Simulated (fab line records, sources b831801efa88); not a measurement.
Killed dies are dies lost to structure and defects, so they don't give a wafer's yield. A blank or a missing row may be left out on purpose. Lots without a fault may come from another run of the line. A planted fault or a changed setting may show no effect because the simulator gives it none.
Chamber matching | flow gf180mcu | GF_V5_CMP_26 on cmp-01: 4 sister chambers
The step polishes, stops on SiO2, t overpolish 15 s, target thk 0 nm. 4 wafers are shown with their chamber, then 9 later ones without.

WAFERS WITH THEIR CHAMBER
wafer  | chamber | motor_current_A (A)
L084.5 | 0       | 9.5
L085.2 | 1       | 9.9
L085.4 | 2       | 10.2
L085.6 | 3       | 10.6

WAFERS WITHOUT THEIR CHAMBER
wafer  | motor_current_A (A)
L091.3 | 10.0
L091.4 | 10.0
L091.5 | 10.0
L092.1 | 11.0
L092.3 | 9.8
L092.5 | 9.7
L096.2 | 10.2
L096.3 | 11.1
L096.6 | 10.4

WHICH CHAMBER EACH WENT THROUGH
wafer  | from the rows above          | in truth
L091.3 | can't be placed: 1 or 2 or 0 | 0
L091.4 | can't be placed: 1 or 2 or 0 | 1
L091.5 | can't be placed: 1 or 2 or 0 | 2
L092.1 | can't be placed: 3 or 2      | 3
L092.3 | can't be placed: 1 or 0 or 2 | 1
L092.5 | can't be placed: 0 or 1 or 2 | 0
L096.2 | can't be placed: 2 or 1 or 3 | 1
L096.3 | can't be placed: 3 or 2      | 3
L096.6 | can't be placed: 3 or 2 or 1 | 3
Placed correctly: 0 of 9. Can't be placed from these rows: 9 (the true chamber is among the candidates in 9). Placed wrongly: 0.
How it was worked out, from the rows above alone: a wafer's distance from a chamber is the root of the sum, over the readings, of the square of ((its reading less the chamber's mean) divided by the reading's scatter). The wafer belongs to the nearest chamber; if the next one is less than 2 further off, it can't be placed. A chamber's mean is the mean of its shown wafers. The scatter: with one shown wafer a chamber, the root of the mean of the squares of how far each hidden wafer lies from its nearest shown one.
